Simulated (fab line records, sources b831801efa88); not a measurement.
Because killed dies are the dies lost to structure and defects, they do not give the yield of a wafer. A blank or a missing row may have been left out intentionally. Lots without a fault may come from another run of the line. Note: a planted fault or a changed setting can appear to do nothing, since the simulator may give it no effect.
Which of the tools did it? + flow sky130 + at 1 step of a route of 708, 10 lots with 30 wafers sampled

WHAT EACH GAUGE READ, for each wafer
SKY_METAL2_OVL_MEAS_16.
| lot  | measured     | on         | METAL2_OVL (nm) |
|------|--------------|------------|-----------------|
| L705 | day 35 19:46 | overlay-02 | -5 -2 2         |
| L707 | day 36 03:07 | overlay-01 | 2 -9 3          |
| L709 | day 36 19:46 | overlay-02 | 2 1 3           |
| L711 | day 37 16:31 | overlay-01 | 4 -10 2         |
| L716 | day 39 02:09 | overlay-02 | -8 -8 -8        |
| L718 | day 39 10:31 | overlay-02 | 1 2 8           |
| L720 | day 40 07:16 | overlay-01 | 2 -1 7          |
| L724 | day 41 06:16 | overlay-02 | 7 -1 7          |
| L726 | day 41 18:04 | overlay-02 | -5 -1 -2        |
| L727 | day 41 22:44 | overlay-01 | -1 6 8          |

TOOL THAT RAN EACH LOT (tool first, then ch and the chambers of the sampled wafers, then the start)
No process step before these readings appears in the record.

AS READ BY THE TOOLS THEMSELVES (means over the sampled wafers that have a number; for cases with no such wafer, the mark the record gives instead)
The record holds no such reading with a usual standard deviation.

THE ANSWER, worked out from the rows above alone
Rule: what is usual is taken from the lots themselves. Put in order of their means at a reading, lots are off if they are a third of the lots or fewer, leave a main group of 4 or more, and stand apart from it by a gap of 3 or more times the standard deviation of the main group's means; of several such gaps the widest counts. If all means in a main group match to the digits the tables above print for the reading, that group is not used. A lot without any number at a reading at which 4 lots or more have one is off too. Any other lot the step has rows for is counted as sound. After the gauges, taken in route order, come the tools' own readings; for these a lot's mean is taken, as printed above. At the first step where some lot is off, the reading lying furthest off is the one used; lots without a number count as furthest.
No lot is off on any of the readings shown, so nothing can be concluded from this.

WHAT THE SIMULATOR HAD PUT IN
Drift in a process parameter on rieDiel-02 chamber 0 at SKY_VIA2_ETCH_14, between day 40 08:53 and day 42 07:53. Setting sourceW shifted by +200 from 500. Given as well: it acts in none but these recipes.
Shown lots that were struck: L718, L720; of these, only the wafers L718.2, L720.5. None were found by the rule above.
